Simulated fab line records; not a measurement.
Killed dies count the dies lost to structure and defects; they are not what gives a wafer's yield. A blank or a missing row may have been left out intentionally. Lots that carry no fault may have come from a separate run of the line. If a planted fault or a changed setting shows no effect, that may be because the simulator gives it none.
The tool behind it: which one? + flow sky130 + 18 wafers sampled from 6 lots at 1 step of a route of 708

## WHAT THE GAUGES SHOWED, per wafer
SKY_VIA1_OVL_MEAS_13.
| lot  | measured     | on         | VIA1_OVL (nm) |
|------|--------------|------------|---------------|
| L514 | day 34 20:10 | overlay-01 | -4 -1 0       |
| L516 | day 34 23:52 | overlay-02 | -1 -3 1       |
| L518 | day 35 21:59 | overlay-02 | 3 -2 0        |
| L526 | day 38 07:03 | overlay-02 | -1 -5 -1      |
| L528 | day 39 00:02 | overlay-02 | -2 -7 2       |
| L534 | day 41 00:43 | overlay-02 | -3 -3 -4      |

## WHAT TOOL EACH LOT RAN ON (gives the tool, then ch and the chambers of the sampled wafers, and finally the start)
Record: no process step prior to these readings.

## THE ANSWER, worked out from the rows above alone
Rule: usual is defined by the lots themselves. Put in order of their means at a reading, lots are off if they are a third of the lots or fewer, leave a main group of 4 or more, and stand apart from it by a gap of 3 or more times the standard deviation of the main group's means; of several such gaps the widest counts. A main group whose means are all the same, to the digits that the tables above print for the reading, isn't used. A lot without any number at a reading at which 4 lots or more have one is off too. All remaining lots with rows at the step are treated as sound.
No lot is off at any reading shown: from this, nothing can be told.

## WHAT THE SIMULATOR PUT IN
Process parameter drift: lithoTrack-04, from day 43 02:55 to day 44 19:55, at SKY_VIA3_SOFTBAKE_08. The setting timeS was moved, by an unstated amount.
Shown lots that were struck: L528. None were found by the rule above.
